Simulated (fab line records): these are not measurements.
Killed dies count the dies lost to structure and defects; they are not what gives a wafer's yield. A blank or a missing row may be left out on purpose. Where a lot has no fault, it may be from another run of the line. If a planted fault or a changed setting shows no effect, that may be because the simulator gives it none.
Comparing a struck lot with a sound one + flow sfqLine + 14 steps out of a route of 325
Sound: these wafers, L192.3, L192.4, L192.6. Struck: wafers L183.2, L183.3, L183.6. The cause is named last.
For every step that has rows: the tool of each side, followed by ch and its chambers, followed by its first start. Under that, the readings that differ: sound wafers + struck wafers + difference of the means + sigmas: that difference in standard deviations of wafers without a fault.
alike: words and numbers the same on both sides, and readings whose means are apart by under 2 such deviations; not compared: readings that were withheld, readings missing a value for some wafer, numbers with overlapping values and no deviation given by the record, and bounds like >300 which may hide the same value.
The two part at a step that has a row with sigmas, a row that says differs or no value, or rows on one side only. Numbers that don't overlap but have no deviation are shown without sigmas and don't part them. A reading missing from all wafers of one side parts the sides only when that side holds two or more wafers.

SFQ_M3_OVL_MEAS_921:
  struck on overlay-01, day 39 20:51; sound on overlay-02, day 43 12:31
| reading     | sound    | struck  | difference | sigmas |
|-------------|----------|---------|------------|--------|
| M3_OVL (nm) | -1 -7 -3 | 7 10 10 | +13        | +2     |
SFQ_TRILAYER_M3_BARC_OPEN_METAL_ETCH_100: etches BARC in O2, target depth 125 nm, time 41.7 s.
  sound on rieMetal-04 ch 0,1, day 43 12:34; struck on rieMetal-03 ch 0,1, day 39 20:53
  alike: drypumpMotorCurrentA, oesProductAu
  not compared: rfHoursCounterH
then, 1 step without rows for these wafers: SFQ_TRILAYER_M3_ETCH_METAL_ETCH_078 (etches Nb in Cl2/Ar, stops on SiO2, target depth 240 nm, time 120 s).
SFQ_TRILAYER_M3_STRIP_STRIP_079: strips in O2.
  sound on rieMetal-04 ch 0,1, day 43 12:55; struck on rieMetal-03 ch 0,1, day 39 21:04
  alike: drypumpMotorCurrentA, oesProductAu
  not compared: rfHoursCounterH
then, 1 step without rows for these wafers: SFQ_TRILAYER_M3_STRIP_SOLV_CLEAN_080 (cleans in NMP, time 600 s).
SFQ_TRILAYER_I3_DEP_PECVD_081: deposits SiO2 from SiH4/N2O, time 111.11 s, target thk 500 nm.
  sound on pecvd-02 ch 0,1,2, day 43 13:31; struck on pecvd-04 ch 0,1, day 39 21:50
  alike: heaterPowerW, throttleValvePct
SFQ_TRILAYER_I3_CMP_CMP_082: polishes SiO2.
  sound on cmp-01 ch 0,2, day 43 14:05; struck on cmp-02 ch 1,3, day 40 18:35
  alike: motorCurrentA, retainingRingPressureFrac, timeToEndpointS
SFQ_I3_BOW_MEAS_922:
  struck on filmMetro-02, day 40 21:37; sound on filmMetro-01, day 43 16:38
  alike: I3_BOW
SFQ_TRILAYER_I3_METRO_MEASURE_083:
  struck on filmMetro-02, day 40 21:55; sound on filmMetro-01, day 43 17:07
  alike: thkNm
then, 3 steps without rows for these wafers: SFQ_TRILAYER_I3_VIA_LITHO_COAT_090 (resist thk 62 nm); SFQ_TRILAYER_I3_VIA_LITHO_COAT_085 (resist thk 650 nm); SFQ_TRILAYER_I3_VIA_LITHO_SOFTBAKE_089.
-- the record jumps here: 5 days lie between the struck wafers' starts before and after --
SFQ_TRILAYER_I3_VIA_LITHO_EXPOSE_086: exposes mask I3, target cd 500 nm.
  struck on krfScanner-02, day 46 08:52; sound on krfScanner-01 ch 0, day 49 17:32
  no value came back on the struck wafers for exposureDoseMJCm2, focusOffsetNm (nm); on the sound wafers exposureDoseMJCm2 reads 21.279 21.289 21.311
  alike: mask
then, 1 step without rows for these wafers: SFQ_TRILAYER_I3_VIA_LITHO_PEB_088 (peb time 60 s).

== WHERE THEY PART ==
First at SFQ_M3_OVL_MEAS_921; last, within this record, at SFQ_TRILAYER_I3_VIA_LITHO_EXPOSE_086.

WHY: what had been put in by the simulator
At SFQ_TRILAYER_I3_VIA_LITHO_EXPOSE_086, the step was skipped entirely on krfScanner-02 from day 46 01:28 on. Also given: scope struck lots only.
